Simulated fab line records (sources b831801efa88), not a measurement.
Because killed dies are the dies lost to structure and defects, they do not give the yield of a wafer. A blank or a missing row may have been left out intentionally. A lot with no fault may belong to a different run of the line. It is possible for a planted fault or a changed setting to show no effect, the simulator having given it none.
Comparing a struck lot with a sound one + flow sky130 + 31 steps out of a route of 708
Sound: wafers L512.1, L512.2, L512.6. Struck: wafer L525.6 (left out: L525.4, L525.5 of the same lot, which were not struck); the cause appears at the end.
Per side, at each step with rows, come the tool, then ch with its chambers, and then its first start. Under that, the readings that differ: sound wafers + struck wafers + difference of the means + sigmas: that difference in standard deviations of wafers without a fault.
alike: a reading whose means differ by less than 2 such deviations, as well as words and numbers matching on both sides. not compared: withheld readings; readings where some wafer has no value; bounds like >300 that might hide an equal value; numbers whose values overlap and for which the record gives no deviation.
A row with sigmas, a row that says differs or no value, or rows on one side alone: a step with any of these is where the two part. Numbers that have no deviation but don't overlap get no sigmas and don't part them. A reading that every wafer of one side lacks parts them only if that side has two wafers or more.

SKY_LI_CONTACT_OVL_MEAS_13:
  sound on overlay-02, day 30 12:49; struck on overlay-01, day 34 07:19
  alike: LI_CONTACT_OVL
SKY_LI_CONTACT_ETCH_14: etches BARC in N2/H2, stops on SiO2, time 45.9 s, target depth 60 nm.
  sound on rie_diel-04 ch 0,1, day 30 12:51; struck on rie_diel-03 ch 1, day 34 07:20
  alike: drypump_motor_current_A, oes_product_au, throttle_valve_pct
  not compared: rf_hours_counter_h
SKY_LI_CONTACT_ETCH_15: etches PSG in C4F8/O2/Ar, stops on Si, target depth 600 nm.
  sound on rie_diel-04 ch 0,1, day 30 12:53; struck on rie_diel-03 ch 1, day 34 07:23
  alike: oes_product_au
SKY_LI_CONTACT_STRIP_16: strips in O2/N2.
  sound on plasma_asher-03 ch 0,1, day 30 12:59; struck on plasma_asher-02 ch 1, day 34 07:30
  alike: drypump_motor_current_A, oes_product_au, strip_time_to_endpoint_s
  not compared: rf_hours_counter_h
then, 3 steps without rows for these wafers: SKY_LI_CONTACT_CLEAN_17 (cleans in NMP, time 600 s); SKY_LI_CONTACT_PRE_CLEAN_18 (time 5.6 s); SKY_LI_CONTACT_SPUTTER_19 (material Ti, target thk 20 nm, time 106.37 s).
SKY_LI_CONTACT_SPUTTER_20: material TiN, target thk 20 nm, time 80 s.
  sound on pvd_sputter-01, day 30 13:21; struck on pvd_sputter-04, day 34 07:50
  alike: cathode_dc_power_W, throttle_valve_pct
then, 1 step without rows for these wafers: SKY_LI_CONTACT_CVD_21 (deposits W, target thk 400 nm, time 120.56 s).
SKY_LI_CONTACT_RS_MEAS_22: uses a four-point probe to measure.
  sound on film_metro-04, day 30 13:32; struck on film_metro-02, day 34 08:05
  alike: LI_CONTACT_W_RS
SKY_LI_CONTACT_THK_MEAS_23: measures by xrf.
  sound on film_metro-04, day 30 13:40; struck on film_metro-02, day 34 08:10
| reading               | sound       | struck | difference | sigmas |
|-----------------------|-------------|--------|------------|--------|
| LI_CONTACT_W_THK (nm) | 398 390 396 | 408    | +13        | +2     |
then, 1 step without rows for these wafers: SKY_LI_CONTACT_CMP_24 (polishes, stops on PSG, t overpolish 20 s, target thk 0 nm).
SKY_LOCAL_INTERCONNECT_SPUTTER_00: material TiN, target thk 100 nm, time 83.3 s.
  sound on pvd_sputter-01, day 30 14:01; struck on pvd_sputter-02, day 34 08:30
| reading                                                | sound                | struck | difference | sigmas |
|--------------------------------------------------------|----------------------|--------|------------|--------|
| cathode_dc_power_W (W)                                 | 6499.9 6501.3 6498.7 | 6502.5 | +2.5       | +2     |
| model.TiN_of_LOCAL_INTERCONNECT_SPUTTER_00.thk_nm (nm) | 102.3 102.4 102.8    | 90.02  | -12.48     |        |
  alike: throttle_valve_pct
SKY_LOCAL_INTERCONNECT_RS_MEAS_01: uses a four-point probe to measure.
  sound on film_metro-01, day 30 14:05; struck on film_metro-01, day 34 08:37
| reading                            | sound             | struck | difference | sigmas |
|------------------------------------|-------------------|--------|------------|--------|
| LOCAL_INTERCONNECT_TIN_RS (ohm/sq) | 13.80 13.79 13.74 | 15.78  | +2.00      | +13    |
SKY_LOCAL_INTERCONNECT_THK_MEAS_02: measures by xrf.
  sound on film_metro-01, day 30 14:12; struck on film_metro-01, day 34 08:43
| reading                         | sound             | struck | difference | sigmas |
|---------------------------------|-------------------|--------|------------|--------|
| LOCAL_INTERCONNECT_TIN_THK (nm) | 101.1 101.5 101.3 | 89.6   | -11.7      | -11    |
then, 8 steps without rows for these wafers: SKY_LOCAL_INTERCONNECT_DEHYDRATE_03 (time 60 s); SKY_LOCAL_INTERCONNECT_HMDS_04 (prime time 60 s); SKY_LOCAL_INTERCONNECT_COAT_05 (resist thk 60 nm); SKY_LOCAL_INTERCONNECT_COAT_06 (resist thk 450 nm); SKY_LOCAL_INTERCONNECT_SOFTBAKE_07 (time 90 s); SKY_LOCAL_INTERCONNECT_EXPOSE_08 (exposes mask LI1M, target cd 170 nm); SKY_LOCAL_INTERCONNECT_PEB_09; SKY_LOCAL_INTERCONNECT_DEVELOP_10 (develop time 60 s).
SKY_LOCAL_INTERCONNECT_CD_MEAS_11: target cd 170 nm.
  sound on cd_sem-02, day 31 17:25; struck on cd_sem-01, day 35 11:31
  alike: cd_nm
SKY_LOCAL_INTERCONNECT_OVL_MEAS_12:
  sound on overlay-01, day 31 17:32; struck on overlay-01, day 35 11:35
  alike: LOCAL_INTERCONNECT_OVL
then, 1 step without rows for these wafers: SKY_LOCAL_INTERCONNECT_ETCH_13 (etches BARC in N2/H2, stops on SiO2, time 45.9 s, target depth 60 nm).
SKY_LOCAL_INTERCONNECT_METAL_ETCH_14: etches TiN in Cl2/BCl3, stops on PSG, target depth 110 nm, time 31.4 s.
  sound on rie_metal-01 ch 0,1, day 31 17:38; struck on rie_metal-03 ch 1, day 35 11:41
| reading                     | sound                | struck | difference | sigmas |
|-----------------------------|----------------------|--------|------------|--------|
| drypump_motor_current_A (A) | 5.3 5.0 5.3          | 6.4    | +1.2       | +2     |
| oes_product_au (a.u.)       | 0.950 0.950 0.953    | 0.882  | -0.069     | -10    |
| throttle_valve_pct (%)      | 21.908 21.900 21.875 | 21.933 | +0.039     | +4     |
  not compared: rf_hours_counter_h
SKY_LOCAL_INTERCONNECT_STRIP_15: strips in O2/N2.
  sound on plasma_asher-04 ch 0,1, day 31 17:41; struck on plasma_asher-04 ch 1, day 35 11:45
  alike: drypump_motor_current_A, oes_product_au, strip_time_to_endpoint_s
  not compared: rf_hours_counter_h
SKY_LOCAL_INTERCONNECT_STRIP_16: strips in post etch residue remover, time 1200 s.
  sound on wet_bench-03 ch 3, day 31 17:47; struck on wet_bench-01 ch 2, day 35 11:49
| reading                                                | sound           | struck | difference | sigmas |
|--------------------------------------------------------|-----------------|--------|------------|--------|
| model.TiN_of_LOCAL_INTERCONNECT_SPUTTER_00.thk_nm (nm) | 101.9 102 102.4 | 89.6   | -12.5      |        |
then, 1 step without rows for these wafers: SKY_LOCAL_INTERCONNECT_CLEAN_17 (cleans in IPA, time 180 s).
-- here the record skips 14 days between the struck wafers' starts before and after, leaving off in module LOCAL_INTERCONNECT and picking up in module PAD_OPEN (first step shown: number 708 of the route) --
SKY_PAD_OPEN_PROBE_99:
  sound on prober-01, day 47 01:58; struck on prober-02, day 49 12:17
| reading                        | sound             | struck | difference | sigmas |
|--------------------------------|-------------------|--------|------------|--------|
| killed_at_M0_to_M3             | 41 40 40          | 64     | +24        | +3     |
| killed_dies                    | 80 76 74          | 99     | +22        | +2     |
| killed_short                   | 35 33 34          | 52     | +18        | +3     |
| model.etest.res_li.line_ohm_um | 74.04 72.48 73.22 | 82.95  | +9.70      |        |
| model.etest.res_li.rs_ohm_sq   | 12.57 12.55 12.46 | 14.19  | +1.66      |        |
  alike: killed_at_M4_up, killed_at_contacts, killed_at_front_end, killed_at_other, killed_open

== WHERE THEY PART ==
Earliest at SKY_LI_CONTACT_THK_MEAS_23; latest, in this record, at SKY_PAD_OPEN_PROBE_99.

WHY: whatever the simulator had introduced
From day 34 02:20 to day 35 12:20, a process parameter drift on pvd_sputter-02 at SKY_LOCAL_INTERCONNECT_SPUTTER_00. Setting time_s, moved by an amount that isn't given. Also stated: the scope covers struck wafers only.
